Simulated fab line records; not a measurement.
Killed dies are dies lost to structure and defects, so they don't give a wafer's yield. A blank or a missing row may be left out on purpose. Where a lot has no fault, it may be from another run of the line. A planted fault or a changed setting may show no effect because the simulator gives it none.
Commonality check across tools    flow gf180mcu    Lots sampled 12, wafers sampled 36

## REASON FOR OPENING
At GF_LVPWELL_TW_MEAS_11 the reading LVPWELL_TW is flagged on 2 of 12 lots. Wafers without a fault read 557, standard deviation 3.4.
Rule: flag the lot when none of its wafers has a number, or when each of its wafers that has one lies beyond 4 standard deviations from that mean. The other lots count as sound.

lot   measured     on            LVPWELL_TW, wafer by wafer  flag
L795  day 3 20:38  filmMetro-03  559 558 557                 
L796  day 4 11:48  filmMetro-02  560 565 563                 
L797  day 4 16:53  filmMetro-03  556 558 554                 
L800  day 5 04:08  filmMetro-02  560 559 559                 
L802  day 5 16:52  filmMetro-03  557 557 557                 
L804  day 6 01:47  filmMetro-03  557 559 554                 
L803  day 6 02:00  filmMetro-01  589 587 586                 FLAGGED
L805  day 6 05:01  filmMetro-02  562 561 562                 
L806  day 6 10:38  filmMetro-02  560 561 566                 
L807  day 6 17:56  filmMetro-03  559 559 559                 
L810  day 7 11:28  filmMetro-02  594 592 594                 FLAGGED
L818  day 9 04:47  filmMetro-01  556 558 558                 
Average over the flagged lots: 590; offset from the usual +33, equal to +10 standard deviations.

## EACH LOT AND THE TOOL IT RAN ON
The record holds 2 process steps before the reading, out of a route of 602 steps. Each cell gives the tool, then ch followed by the chambers the sampled wafers passed through, then the start.
lot   flag     GF_STI_ETCH_14                  GF_LVPWELL_IMPLANT_09
L795           rieSi-01 ch 0,3, day 2 02:34    implanter-04 ch 0, day 3 20:26
L796           rieSi-01 ch 1,2,3, day 2 07:18  implanter-04 ch 0, day 4 11:33
L797           rieSi-02 ch 1,2,3, day 2 11:26  implanter-02 ch 0, day 4 16:38
L800           rieSi-02 ch 0,3, day 3 06:46    implanter-02 ch 0, day 5 03:53
L802           rieSi-01 ch 1,2,3, day 3 17:20  implanter-02 ch 0, day 5 16:39
L804           rieSi-02 ch 1,2,3, day 3 23:27  implanter-02 ch 0, day 6 01:32
L803  FLAGGED  rieSi-02 ch 0,1, day 3 20:10    implanter-02 ch 0, day 6 01:04
L805           rieSi-02 ch 1,2, day 4 04:25    implanter-02 ch 0, day 6 04:49
L806           rieSi-01 ch 0,3, day 4 10:34    implanter-01 ch 0, day 6 10:23
L807           rieSi-01 ch 0,1,2, day 4 17:21  implanter-02 ch 0, day 6 17:41
L810  FLAGGED  rieSi-02 ch 1,2,3, day 5 07:39  implanter-04 ch 0, day 7 10:56
L818           rieSi-02 ch 0,1,2, day 6 23:11  implanter-04 ch 0, day 9 04:34
What the steps here do:
- GF_STI_ETCH_14: etches Si in HBr/Cl2/O2, target depth 360 nm, time 102.9 s.
- GF_LVPWELL_IMPLANT_09
- GF_LVPWELL_TW_MEAS_11

## FLAGGED AGAINST TOTAL, ONE TOOL AT A TIME (gauges that did the reading follow at the end)
step                   tool          lots run  flagged  share of the flagged lots  sound lots run after its first flagged lot
GF_STI_ETCH_14         rieSi-01      5         0        none                       -
GF_STI_ETCH_14         rieSi-02      7         2        all                        3 (L804,L805,L818)
GF_LVPWELL_IMPLANT_09  implanter-01  1         0        none                       -
GF_LVPWELL_IMPLANT_09  implanter-02  7         1        some                       3 (L804,L805,L807)
GF_LVPWELL_IMPLANT_09  implanter-04  4         1        some                       1 (L818)
GF_LVPWELL_TW_MEAS_11  filmMetro-01  2         1        some                       1 (L818)
GF_LVPWELL_TW_MEAS_11  filmMetro-02  5         1        some                       0
GF_LVPWELL_TW_MEAS_11  filmMetro-03  5         0        none                       -

## THE TABLE: WHAT IT ALLOWS
Rows of the table that ran each flagged lot: 1, that is rieSi-02 at GF_STI_ETCH_14.
- rieSi-02 at GF_STI_ETCH_14 ran 7 lots, 2 of them flagged. Lots that were sound ran on it after the first flagged one (L804, L805, L818); a persistent fault on the entire tool would not allow that.
Not one row of the table ran every flagged lot while running no sound lot after the first.

## WHAT HAD BEEN PUT IN BY THE SIMULATOR
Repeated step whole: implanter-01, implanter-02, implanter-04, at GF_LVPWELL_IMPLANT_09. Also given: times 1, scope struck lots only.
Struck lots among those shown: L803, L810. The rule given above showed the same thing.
